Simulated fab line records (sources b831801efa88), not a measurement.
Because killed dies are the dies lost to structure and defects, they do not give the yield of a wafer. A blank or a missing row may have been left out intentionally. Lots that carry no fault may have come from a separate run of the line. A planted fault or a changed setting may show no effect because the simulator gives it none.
fab line records	flow sky130
record lots=10	wafers=30	lastDay=50
route steps=708 shown VT_ADJUST_HVTR@139 VT_ADJUST_PCH@152 SONOS_TUNNEL@162 POLY_GATE@204 PAD_OPEN@708
lots that met no fault: from a run of the same line without faults
startH: start of the lot's first displayed wafer, in hours after the record's first day	waitH: how many hours have passed since the lot's step before this one	" unchanged from the row above	L1.1+2: several wafers, shown together as one row	- value missing, or start not given	* or withheld: withheld	< > ~ a bound
route shown NAME@n: a module of which the file shows steps, and the number in the route of the first	usual: mean and standard deviation over wafers with no fault	same: alike in all rows	chamber/n: place in a boat	sites: readings site by site	_std_site: standard deviation of those values	_edge_site: inner sites' mean taken away from outer sites' mean	radiusMm: for every site, how far away it sits from the centre of the wafer	mask NAME#n: copy n	behind: the tool/chamber that last shaped the wafer	hold: what put the lot on hold/how long, in hours/how the hold closed	device: whichever transistor did not switch (one of n, p or np)	end of line: the tests these same wafers got at the end of their route	step lacking rows: just its recipe	killed: dies that structure and defects cost at the first sort, which is not the same as the wafer's yield	map: a wafer's dies, x killed, . not, _ none there
set.NAME: setting as actually run; set.NAME@STEP: the setting as run at that earlier step	model.NAME: the simulator's own value behind a step, which no gauge read
route steps across a sampled set of lots; one table per step, one row per wafer
services: from which hour (startH, from the record's first day; less than 0 if before it) a tool's chamber was out of use, for how many hours, and why
## steps
# step SKY_VT_ADJUST_HVTR_OVL_MEAS_08
# usual VT_ADJUST_HVTR_OVL=-0.8/1.6
lot.wafer	tool	chamber	startH	waitH	VT_ADJUST_HVTR_OVL[nm]
L551.1	overlay-01	-	208.79	0.1	-0.8
L551.3	"	-	"	"	-1.2
L551.4	"	-	"	"	0.5
L554.1	overlay-01	-	230.58	0.1	-1.1
L554.2	"	-	"	"	-0.7
L554.3	"	-	"	"	0.9
L555.2	overlay-01	-	241.82	0.1	1.1
L555.5	"	-	"	"	1.0
L555.6	"	-	"	"	0.9
L559.3	overlay-01	-	263.30	0.1	-2.2
L559.5	"	-	"	"	-0.9
L559.6	"	-	"	"	-0.6
L560.2	overlay-02	-	268.99	0.1	-1.2
L560.5	"	-	"	"	-0.5
L560.6	"	-	"	"	-2.5
L561.4	overlay-02	-	272.78	0.1	-0.6
L561.5	"	-	"	"	-2.7
L561.6	"	-	"	"	-2.3
L564.1	overlay-02	-	303.44	0.1	0.5
L564.3	"	-	"	"	1.8
L564.6	"	-	"	"	2.6
L565.1	overlay-02	-	310.08	0.1	-1.2
L565.2	"	-	"	"	-1.7
L565.4	"	-	"	"	0.6
L573.4	overlay-01	-	367.76	0.1	0.2
L573.5	"	-	"	"	0.4
L573.6	"	-	"	"	0.0
L574.1	overlay-01	-	378.69	0.1	-0.1
L574.5	"	-	"	"	-1.6
L574.6	"	-	"	"	0.1
# step SKY_VT_ADJUST_PCH_STRIP_09
# recipe chemistry=O2/N2	powerW=1400	pressureMtorr=1500	platenTempC=withheld	o2FlowSccm=3000	n2FlowSccm=300	overashFraction=0.5
# usual drypumpMotorCurrentA=5.9/0.53	o2FlowSccm=3000/10	oesProductAu=0.723/0.0049	stripTimeToEndpointS=37.00/0.1
lot.wafer	tool	chamber	startH	waitH	drypumpMotorCurrentA	o2FlowSccm	oesProductAu	rfHoursCounterH	stripTimeToEndpointS
L551.1	plasmaAsher-02	0	230.65	0.1	6.8	3002	0.718	58	37.08
L551.3	"	0	"	"	6.8	2991	0.724	-	36.96
L551.4	"	1	"	"	5.7	3000	0.728	-	36.94
L554.1	plasmaAsher-01	1	252.10	0.1	5.2	2981	0.730	12	37.08
L554.2	"	0	"	"	5.9	3005	0.724	12	37.03
L554.3	"	1	"	"	5.2	2994	0.723	-	36.91
L555.2	plasmaAsher-02	0	264.85	0.1	6.8	2987	0.727	61	37.03
L555.5	"	0	"	"	6.8	3001	0.719	-	37.06
L555.6	"	1	"	"	5.8	3005	0.722	-	37.09
L559.3	plasmaAsher-02	1	288.86	0.1	5.7	2999	0.723	-	36.93
L559.5	"	1	"	"	5.8	3000	0.718	-	36.90
L559.6	"	0	"	"	6.8	3000	0.721	-	36.86
L560.2	plasmaAsher-02	0	293.90	0.1	6.7	3006	0.722	64	37.07
L560.5	"	1	"	"	5.7	2995	0.728	-	36.95
L560.6	"	0	"	"	6.8	3004	0.724	-	36.96
L561.4	plasmaAsher-01	1	298.03	0.1	5.2	2995	0.725	-	36.98
L561.5	"	0	"	"	5.9	3007	0.720	-	36.87
L561.6	"	1	"	"	5.2	2981	0.737	-	36.94
L564.1	plasmaAsher-01	0	330.25	0.1	5.9	2997	0.722	19	37.14
L564.3	"	0	"	"	5.9	2992	0.715	-	37.15
L564.6	"	0	"	"	5.9	2976	0.716	-	37.09
L565.1	plasmaAsher-01	1	336.90	0.1	5.2	2995	0.721	20	36.88
L565.2	"	0	"	"	5.9	3020	0.719	20	36.86
L565.4	"	1	"	"	5.2	3017	0.728	-	36.94
L573.4	plasmaAsher-02	0	396.83	0.1	6.8	2995	0.726	-	36.77
L573.5	"	1	"	"	5.7	2995	0.732	-	36.69
L573.6	"	0	"	"	6.8	2999	0.726	-	36.75
L574.1	plasmaAsher-03	0	407.80	0.1	5.7	2997	0.732	60	37.14
L574.5	"	1	"	"	5.7	2993	0.719	-	36.96
L574.6	"	0	"	"	5.7	3005	0.728	-	37.07
# step SKY_SONOS_TUNNEL_OVL_MEAS_08
# usual SONOS_TUNNEL_OVL=0.8/1.3
lot.wafer	tool	chamber	startH	waitH	SONOS_TUNNEL_OVL[nm]
L551.1	overlay-02	-	251.71	0.1	1.7
L551.3	"	-	"	"	1.3
L551.4	"	-	"	"	1.3
L554.1	overlay-02	-	276.08	0.1	1.9
L554.2	"	-	"	"	0.8
L554.3	"	-	"	"	1.0
L555.2	overlay-01	-	289.64	0.1	0.2
L555.5	"	-	"	"	0.5
L555.6	"	-	"	"	2.1
L559.3	overlay-02	-	314.23	0.1	-0.7
L559.5	"	-	"	"	-1.0
L559.6	"	-	"	"	-2.3
L560.2	overlay-01	-	319.74	0.1	3.3
L560.5	"	-	"	"	2.8
L560.6	"	-	"	"	2.1
L561.4	overlay-02	-	324.45	0.1	-2.0
L561.5	"	-	"	"	-0.5
L561.6	"	-	"	"	0.6
L564.1	overlay-02	-	357.13	0.1	1.1
L564.3	"	-	"	"	2.3
L564.6	"	-	"	"	0.7
L565.1	overlay-02	-	364.66	0.1	2.7
L565.2	"	-	"	"	2.5
L565.4	"	-	"	"	1.4
L573.4	overlay-01	-	428.18	0.1	0.1
L573.5	"	-	"	"	1.3
L573.6	"	-	"	"	0.5
L574.1	overlay-02	-	438.59	0.1	1.2
L574.5	"	-	"	"	1.4
L574.6	"	-	"	"	2.1
# step SKY_POLY_GATE_CVD_00
# recipe material=poly-Si	targetThkNm=180	tempC=620	timeS=720	pressureMtorr=200
# usual spikeTcBottomC=639.8/1.2	spikeTcCentreC=620.4/0.99	spikeTcLowerC=621.2/1	spikeTcTopC=636.6/2	spikeTcUpperC=619.8/1	zonePowerUpperPct=8.80/0.1
# same timeS=720
lot.wafer	tool	chamber	startH	waitH	spikeTcBottomC	spikeTcCentreC	spikeTcLowerC	spikeTcTopC	spikeTcUpperC	zonePowerUpperPct
L551.1	lpcvd-01	1	312.02	0.0	641.0	618.9	620.5	638.3	619.7	8.85
L551.3	"	1	"	"	640.2	620.3	621.2	637.4	620.0	8.89
L551.4	"	1	"	"	640.0	620.1	621.1	637.0	619.8	8.92
L554.1	lpcvd-01	1	338.40	0.0	640.2	621.1	620.8	637.3	618.7	8.84
L554.2	"	1	"	"	641.3	620.2	620.6	639.0	619.6	8.57
L554.3	"	1	"	"	641.3	619.8	622.2	636.8	617.9	8.76
L555.2	lpcvd-01	1	353.80	0.0	640.9	620.0	621.3	638.1	620.4	8.90
L555.5	"	1	"	"	641.3	621.1	623.0	637.9	620.4	8.82
L555.6	"	1	"	"	640.1	621.1	619.8	638.4	619.7	8.68
L559.3	lpcvd-01	0	379.52	0.0	639.1	621.0	622.1	633.7	619.9	9.01
L559.5	"	0	"	"	639.5	620.6	622.3	633.6	620.1	8.91
L559.6	"	0	"	"	638.2	621.1	621.2	634.7	618.5	8.85
L560.2	lpcvd-01	0	386.46	0.0	638.5	619.1	620.2	634.4	620.1	8.75
L560.5	"	0	"	"	640.1	621.6	619.9	634.7	618.2	8.79
L560.6	"	0	"	"	637.7	621.8	622.0	634.9	619.0	8.97
L561.4	lpcvd-01	1	393.29	0.0	640.4	619.8	620.1	637.5	619.7	8.77
L561.5	"	1	"	"	641.6	620.8	621.4	636.8	619.2	8.88
L561.6	"	1	"	"	641.1	620.2	621.5	636.1	619.3	8.71
L564.1	lpcvd-01	1	428.18	0.0	628.3	609.9	610.5	626.7	608.4	8.41
L564.3	"	1	"	"	628.3	606.0	609.0	625.0	606.6	8.66
L564.6	"	1	"	"	626.7	609.2	607.5	626.0	607.5	8.33
L565.1	lpcvd-01	1	434.19	0.0	626.7	608.0	608.3	626.5	607.3	8.48
L565.2	"	1	"	"	628.9	608.4	609.5	626.7	607.4	8.42
L565.4	"	1	"	"	627.7	607.0	609.6	625.2	607.5	8.46
L573.4	lpcvd-01	1	498.14	0.0	640.9	620.5	622.2	637.9	620.2	8.74
L573.5	"	1	"	"	641.6	621.4	620.8	640.0	620.7	8.78
L573.6	"	1	"	"	639.4	619.9	620.7	636.8	622.0	8.72
L574.1	lpcvd-01	0	510.52	0.0	639.5	620.5	620.2	635.5	619.8	8.78
L574.5	"	0	"	"	638.9	622.1	620.1	634.7	617.5	8.73
L574.6	"	0	"	"	639.9	619.8	620.1	633.3	621.1	8.86
# step SKY_POLY_GATE_THK_MEAS_01
# recipe reads=poly-Si_of_POLY_GATE_CVD_00
# usual POLY_GATE_CVD_00_THK=180.8/1.8
lot.wafer	tool	chamber	startH	waitH	POLY_GATE_CVD_00_THK[nm]
L551.1	filmMetro-02	-	313.22	0.0	179.7
L551.3	"	-	"	"	181.1
L551.4	"	-	"	"	180.3
L554.1	filmMetro-01	-	340.20	0.0	183.2
L554.2	"	-	"	"	181.3
L554.3	"	-	"	"	181.8
L555.2	filmMetro-02	-	355.01	0.0	181.2
L555.5	"	-	"	"	181.9
L555.6	"	-	"	"	181.2
L559.3	filmMetro-02	-	380.74	0.0	177.3
L559.5	"	-	"	"	179.8
L559.6	"	-	"	"	180.3
L560.2	filmMetro-03	-	387.67	0.0	180.0
L560.5	"	-	"	"	180.1
L560.6	"	-	"	"	179.3
L561.4	filmMetro-01	-	394.52	0.0	180.2
L561.5	"	-	"	"	181.8
L561.6	"	-	"	"	180.1
L564.1	filmMetro-01	-	429.38	0.0	136.4
L564.3	"	-	"	"	136.0
L564.6	"	-	"	"	135.5
L565.1	filmMetro-02	-	435.39	0.0	132.8
L565.2	"	-	"	"	132.4
L565.4	"	-	"	"	133.9
L573.4	filmMetro-03	-	499.37	0.0	179.4
L573.5	"	-	"	"	180.1
L573.6	"	-	"	"	181.1
L574.1	filmMetro-02	-	512.32	0.0	180.0
L574.5	"	-	"	"	179.1
L574.6	"	-	"	"	181.3
# step SKY_POLY_GATE_ETCH_17
# recipe targetDepthNm=180	stopOn=SiO2	overEtchFrac=0.56667	chemistry=HBr/Cl2	target=poly-Si	icpW=400	biasW=100	pressureMtorr=10	HBr_flow_sccm=150	Cl2_flow_sccm=50	timeS=70.5
# usual drypumpMotorCurrentA=5.9/0.52	oesProductAu=0.986/0.009	throttleValvePct=33.684/0.0093
# same overEtchFrac=0.56667	timeS=70.5
lot.wafer	tool	chamber	startH	waitH	drypumpMotorCurrentA	oesProductAu	rfHoursCounterH	throttleValvePct
L551.1	rieSi-02	3	370.15	0.0	6.1	0.998	3	33.688
L551.3	"	2	"	"	5.4	0.999	20	33.682
L551.4	"	1	"	"	6.2	0.993	3	33.686
L554.1	rieSi-01	1	399.78	0.0	5.5	0.994	22	33.688
L554.2	"	2	"	"	5.0	0.971	4	33.676
L554.3	"	3	"	"	6.6	0.995	1	33.696
L555.2	rieSi-01	1	416.05	0.0	5.5	0.984	22	33.701
L555.5	"	2	"	"	5.0	0.977	-	33.680
L555.6	"	1	"	"	5.5	0.993	-	33.671
L559.3	rieSi-02	0	443.60	0.0	6.3	0.991	9	33.682
L559.5	"	0	"	"	6.3	0.989	-	33.687
L559.6	"	3	"	"	6.1	0.990	-	33.681
L560.2	rieSi-01	1	452.33	0.0	5.5	0.977	23	33.686
L560.5	"	1	"	"	5.5	0.981	-	33.687
L560.6	"	0	"	"	5.7	0.977	-	33.674
L561.4	rieSi-01	3	457.61	0.1	6.6	0.981	-	33.683
L561.5	"	2	"	"	5.0	0.978	-	33.673
L561.6	"	1	"	"	5.5	0.986	-	33.693
L564.1	rieSi-02	0	493.30	0.0	6.2	0.822	10	33.668
L564.3	"	1	"	"	6.2	0.821	3	33.687
L564.6	"	3	"	"	6.1	0.822	-	33.701
L565.1	rieSi-01	0	500.03	0.0	5.7	0.808	27	33.687
L565.2	"	1	"	"	5.5	0.803	23	33.688
L565.4	"	3	"	"	6.7	0.805	2	33.677
L573.4	rieSi-01	0	562.33	0.0	5.7	0.976	27	33.684
L573.5	"	1	"	"	5.5	0.978	-	33.687
L573.6	"	2	"	"	5.0	0.979	-	33.676
L574.1	rieSi-02	3	574.60	0.0	6.1	0.993	4	33.690
L574.5	"	1	"	"	6.2	0.991	-	33.679
L574.6	"	0	"	"	6.2	0.985	-	33.680
# step SKY_PAD_OPEN_PROBE_99
# usual killed_at_M0_to_M3=44/6.5	killed_at_M4_up=2.9/1.7	killedAtContacts=24/5.7	killedAtFrontEnd=16/4.4	killedAtOther=0.2/0.48	killedDies=87/9.6	killedOpen=48/6.7	killedShort=38/6.2
# same grossDies=492	killedAtBackSide=0
lot.wafer	tool	chamber	startH	waitH	killed_at_M0_to_M3	killed_at_M4_up	killedAtContacts	killedAtFrontEnd	killedAtOther	killedDies	killedOpen	killedShort
L561.4	prober-02	-	1139.93	0.2	37	2	30	11	0	80	43	35
L561.5	prober-02	-	1139.98	0.2	34	3	20	17	0	74	40	33
L561.6	prober-02	-	1140.03	0.2	48	0	36	18	0	102	69	32
# killed by level:class
L561.4 VIA1:geometricParticle:open=10 CONTACT:geometricParticle:short=9 LI_CONTACT:geometricParticle:open=9 CONTACT:geometricParticle:open=6 VIA3:geometricParticle:open=6 VIA1:geometricParticle:short=5 METAL2:geometricParticle:short=5 POLY_GATE:geometricParticle:open=4
L561.5 CONTACT:geometricParticle:open=12 VIA1:geometricParticle:open=9 VIA3:geometricParticle:open=5 FIELD_ISO:geometricParticle:short=4 VIA3:geometricParticle:short=4 LI_CONTACT:geometricParticle:open=4 CONTACT:geometricParticle:short=4 METAL2:geometricParticle:short=4
L561.6 VIA3:geometricParticle:open=15 CONTACT:geometricParticle:open=12 VIA1:geometricParticle:open=12 LI_CONTACT:geometricParticle:open=9 CONTACT:geometricParticle:short=8 FIELD_ISO:geometricParticle:open=6 VIA1:geometricParticle:short=5 VIA2:geometricParticle:open=5
## services
tool	chamber	startH	hours	kind
rieSi-01	3	207.30	-	clean
rieSi-01	3	207.30	16.4	scheduledDown
rieSi-01	3	207.30	16.4	ventCycle
rieSi-02	1	249.83	2.7	repair
rieSi-01	1	262.75	1.2	repair
rieSi-01	1	290.79	6.2	repair
lpcvd-01	-	314.79	1.6	repair
plasmaAsher-03	-	360.61	0.7	repair
rieSi-02	-	398.26	14.6	pm
rieSi-01	-	398.74	0.7	repair
plasmaAsher-02	-	400.01	0.5	repair
plasmaAsher-02	-	407.01	7.8	repair
plasmaAsher-02	-	415.18	1.6	repair
plasmaAsher-02	-	421.25	9.0	pm
plasmaAsher-02	0	421.25	9.0	ventCycle
plasmaAsher-02	-	444.50	2.8	pm
lpcvd-01	-	447.15	2.8	pm
plasmaAsher-02	-	447.96	14.6	pm
rieSi-01	0	456.08	19.7	repair
rieSi-02	2	488.82	3.9	repair
plasmaAsher-01	-	521.06	1.4	repair
rieSi-01	2	521.48	4.1	repair
plasmaAsher-03	-	532.04	1.2	repair
plasmaAsher-03	-	546.80	15.6	pm
## key
firstSign step=SKY_POLY_GATE_CVD_00	reading=spikeTcCentreC	direction=down	sigmas=12	usual=620.4	struck=608.1
effect step=SKY_POLY_GATE_CVD_00	reading=spikeTcUpperC	direction=down	sigmas=12	usual=619.8	struck=607.4
effect step=SKY_POLY_GATE_THK_MEAS_01	reading=POLY_GATE_CVD_00_THK	direction=down	sigmas=25	usual=180.8	struck=134.5
effect step=SKY_POLY_GATE_ETCH_17	reading=oesProductAu	direction=down	sigmas=19	usual=0.986	struck=0.813
metAt SKY_POLY_GATE_CVD_00
struckLots L564,L565
struckWafers L564.1,L564.3,L564.6,L565.1,L565.2,L565.4
testerLeftOut L564,L565
notActingAt SKY_VT_ADJUST_HVTR_OVL_MEAS_08,SKY_VT_ADJUST_PCH_STRIP_09,SKY_SONOS_TUNNEL_OVL_MEAS_08
onsetBetween 393.29 428.18
fault kind=processParameterDrift	tool=lpcvd-01	chamber=1	onsetH=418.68	steps=SKY_POLY_GATE_CVD_00	channel=tempC	offset=*	shape=step	endH=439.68	stated=*
# testerLeftOut: of these lots the tester's yield and bins aren't shown, on N5 and GAA mostly nor the transistor test; their killed dies are dies lost to structure and defects alone, not to doping, threshold or leakage, so they don't give the yield
